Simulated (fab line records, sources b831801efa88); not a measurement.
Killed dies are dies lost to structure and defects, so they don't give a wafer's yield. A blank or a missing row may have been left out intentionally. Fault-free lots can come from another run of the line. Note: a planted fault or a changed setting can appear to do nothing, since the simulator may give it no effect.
Chamber matching + flow sfq-line + SFQ_TRILAYER_I4_CMP_CMP_100 on cmp-02: 4 sister chambers
The step polishes SiO2. 8 wafers are shown with their chamber, then 7 later ones without.

WAFERS PAIRED WITH THEIR CHAMBERS
| wafer  | chamber | motor-current-A (A) | time-to-endpoint-s (s) |
|--------|---------|---------------------|------------------------|
| L619.5 | 0       | 10.4                | 229                    |
| L621.6 | 1       | 10.4                | 216                    |
| L628.6 | 3       | 10.6                | 215                    |
| L629.1 | 1       | 10.9                | 221                    |
| L629.3 | 2       | 12.4                | 215                    |
| L629.5 | 3       | 10.9                | 221                    |
| L631.4 | 2       | 10.7                | 211                    |
| L631.3 | 0       | 10.1                | 216                    |

WAFERS WITH NO CHAMBER GIVEN
| wafer  | motor-current-A (A) | time-to-endpoint-s (s) |
|--------|---------------------|------------------------|
| L631.6 | 10.7                | 216                    |
| L634.2 | 11.7                | 214                    |
| L634.4 | 10.8                | 218                    |
| L634.5 | 11.0                | 215                    |
| L635.2 | 11.2                | 219                    |
| L635.3 | 10.6                | 221                    |
| L635.5 | 10.4                | 215                    |

EACH ONE'S CHAMBER
| wafer  | from the rows above               | in truth |
|--------|-----------------------------------|----------|
| L631.6 | can't be placed: 3 or 1 or 0 or 2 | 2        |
| L634.2 | can't be placed: 2 or 3 or 1      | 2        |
| L634.4 | can't be placed: 3 or 1 or 0 or 2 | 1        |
| L634.5 | can't be placed: 3 or 1 or 2 or 0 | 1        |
| L635.2 | can't be placed: 3 or 1 or 2 or 0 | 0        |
| L635.3 | can't be placed: 1 or 3 or 0 or 2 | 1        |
| L635.5 | can't be placed: 1 or 3 or 0 or 2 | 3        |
Correct placement for 0 of the 7. Unplaceable from these rows: 7, with the true chamber sitting among the candidates in 7. Placed wrongly: 0.
How it was worked out, from the rows above alone: a wafer's distance from a chamber is the root of the sum, over the readings, of the square of ((its reading less the chamber's mean) divided by the reading's scatter). The wafer belongs to the nearest chamber; if the next one is less than 2 further off, it can't be placed. Each chamber's mean is taken over the wafers shown for it. The scatter: take each reading less its chamber's mean, square it, sum over the shown wafers, divide by the number of wafers less the number of chambers, and take the root.
